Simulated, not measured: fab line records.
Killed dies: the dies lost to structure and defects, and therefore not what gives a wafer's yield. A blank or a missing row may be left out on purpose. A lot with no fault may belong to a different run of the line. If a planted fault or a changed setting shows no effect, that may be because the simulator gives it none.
A struck lot beside a sound one -- flow sky130 -- 32 out of 708 route steps
Sound: these wafers, L893.2, L893.5, L893.6. Struck: wafers L880.1, L880.4, L880.6. Last of all comes the cause.
Each step with rows lists, per side, the tool, then ch with its chambers, then its first start. Under that, the readings that differ: sound wafers -- struck wafers -- difference of the means -- sigmas: that difference in standard deviations of wafers without a fault.
alike: readings with means less than 2 such deviations apart, plus words and numbers identical on both sides. not compared: withheld readings, readings lacking a value on some wafer, bounds such as >300 that could conceal the same value, and numbers that have no deviation in the record and whose values overlap.
Wherever a step has rows on one side only, a row that says differs or no value, or a row with sigmas, the two part there. When numbers do not overlap yet have no deviation, they are printed without sigmas and do not part them. Lack of a reading on every wafer of one side parts them only where that side has two or more wafers.

SKY_PWDE_OVL_MEAS_07:
  struck on overlay-02, day 4 18:19; sound on overlay-02, day 7 18:11
  alike: PWDE_OVL
then, 1 step without rows for these wafers: SKY_PWDE_IMPLANT_08.
SKY_PWDE_STRIP_09: strips in O2/N2.
  sound on plasma-asher-04 ch 0,1, day 7 18:22; struck on plasma-asher-01 ch 0,1, day 4 18:31
  alike: drypump-motor-current-A, oes-product-au, strip-time-to-endpoint-s
  not compared: rf-hours-counter-h
SKY_PWDE_TW_MEAS_10:
  struck on film-metro-02, day 4 18:37; sound on film-metro-03, day 7 18:28
  alike: PWDE_TW
then, 7 steps without rows for these wafers: SKY_NWELL_DEHYDRATE_03 (time 60 s); SKY_NWELL_HMDS_04 (prime time 60 s); SKY_NWELL_COAT_05 (resist thk 3000 nm); SKY_NWELL_SOFTBAKE_06; SKY_NWELL_EXPOSE_07 (exposes mask NWM, target cd 840 nm); SKY_NWELL_PEB_08; SKY_NWELL_DEVELOP_09 (develop time 60 s).
SKY_NWELL_OVL_MEAS_10:
  struck on overlay-01, day 5 13:10; sound on overlay-02, day 8 14:56
  alike: NWELL_00_OVL
SKY_NWELL_IMPLANT_11:
  sound on implanter-02 ch 0, day 8 14:59; struck on implanter-03 ch 0, day 5 13:12
reading,sound,struck,difference,sigmas
beam-energy-keV,400.14 400.05 399.99,315.20 314.97 315.12,-84.96,-99 or more
model.implant.rp-nm (nm),500.3 500.3 500.3,417.7 417.7 417.7,-82.6,
model.implant.drp-nm (nm),116.9 116.9 116.9,104.1 104.1 104.1,-12.8,
then, 2 steps without rows for these wafers: SKY_NWELL_IMPLANT_12; SKY_NWELL_IMPLANT_13.
SKY_NWELL_STRIP_14: strips in O2/N2.
  sound on plasma-asher-01 ch 0,1, day 8 15:25; struck on plasma-asher-01 ch 0,1, day 5 13:39
  alike: drypump-motor-current-A, oes-product-au, strip-time-to-endpoint-s
  not compared: rf-hours-counter-h
SKY_NWELL_TW_MEAS_15:
  struck on film-metro-02, day 5 13:45; sound on film-metro-03, day 8 15:31
reading,sound,struck,difference,sigmas
NWELL_TW,1828 1812 1820,1733 1726 1730,-90,-5
then, 7 steps without rows for these wafers: SKY_NWELL_DEHYDRATE_16 (time 60 s); SKY_NWELL_HMDS_17 (prime time 60 s); SKY_NWELL_COAT_18 (resist thk 3000 nm); SKY_NWELL_SOFTBAKE_19; SKY_NWELL_EXPOSE_20 (exposes mask NWM COMPLEMENT, target cd 840 nm); SKY_NWELL_PEB_21; SKY_NWELL_DEVELOP_22 (develop time 60 s).
SKY_NWELL_OVL_MEAS_23:
  struck on overlay-02, day 6 07:59; sound on overlay-02, day 9 13:02
  alike: NWELL_01_OVL
then, 1 step without rows for these wafers: SKY_NWELL_IMPLANT_24.
SKY_NWELL_STRIP_25: strips in O2/N2.
  sound on plasma-asher-01 ch 0,1, day 9 13:13; struck on plasma-asher-04 ch 0,1, day 6 08:11
  alike: drypump-motor-current-A, oes-product-au, strip-time-to-endpoint-s
  not compared: rf-hours-counter-h
SKY_NWELL_TW_MEAS_26:
  struck on film-metro-03, day 6 08:17; sound on film-metro-02, day 9 13:19
  alike: NWELL_2_TW
then, 1 step without rows for these wafers: SKY_NWELL_CLEAN_27 (cleans in SC1/SC2, time 150 s).
SKY_NWELL_RTA_28: time 30 s.
  sound on rtp-anneal-02 ch 0, day 9 13:26; struck on rtp-anneal-02 ch 0, day 6 08:23
  alike: lamp-power-pct, wafer_temp_C_max
SKY_NWELL_RS_MEAS_29: uses a four-point probe to measure.
  struck on film-metro-01, day 6 08:35; sound on film-metro-01, day 9 13:33
reading,sound,struck,difference,sigmas
NWELL_RS (ohm/sq),626.1 627.0 626.1,665.6 665.1 663.9,+38.5,+20
-- the record jumps here: 41 days lie between the struck wafers' starts before and after (it left off in module NWELL and takes up again in module PAD_OPEN, whose first step shown is number 708 of the route) --
SKY_PAD_OPEN_PROBE_99:
  struck on prober-02, day 46 22:10; sound on prober-02, day 49 23:48
reading,sound,struck,difference,sigmas
model.etest.pfet_16v.r-on-ohm-um,1.518e+04 1.498e+04 1.521e+04,1.662e+04 1.583e+04 1.642e+04,+1.167e+03,
model.etest.res-nwell.line-ohm-um,1106 1112 1099,1963 1746 1885,+759,
model.etest.res-nwell.rs-ohm-sq,934.1 929.5 924.3,1580 1405 1527,+575,
model.etest.nfet_16v.r-on-ohm-um,1.422e+04 1.414e+04 1.42e+04,1.498e+04 1.453e+04 1.48e+04,+5.833e+02,
model.etest.pfet-g5v0d10v5.r-on-ohm-um,4643 4654 4636,5022 5030 5019,+379,
model.etest.tip_p_5v.rs-ohm-sq,2852 2862 2855,3068 3090 3078,+222,
model.etest.tip-p.rs-ohm-sq,6941 6952 7019,7057 7089 7024,+86,
model.etest.res-iso-pwell.width-nm (nm),2636 2639 2643,2674 2678 2667,+34,
  alike: killed_at_M0_to_M3, killed_at_M4_up, killed-at-contacts, killed-at-front-end, killed-at-other, killed-dies, killed-on-rim, killed-open, killed-short

== WHERE THEY PART ==
At SKY_NWELL_IMPLANT_11 first; at SKY_NWELL_RS_MEAS_29 last (within this record only). Later steps at which nothing parts them and some readings are alike: SKY_PAD_OPEN_PROBE_99.

WHY: the cause the simulator had injected
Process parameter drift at SKY_NWELL_IMPLANT_11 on implanter-03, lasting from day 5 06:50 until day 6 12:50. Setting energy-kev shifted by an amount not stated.
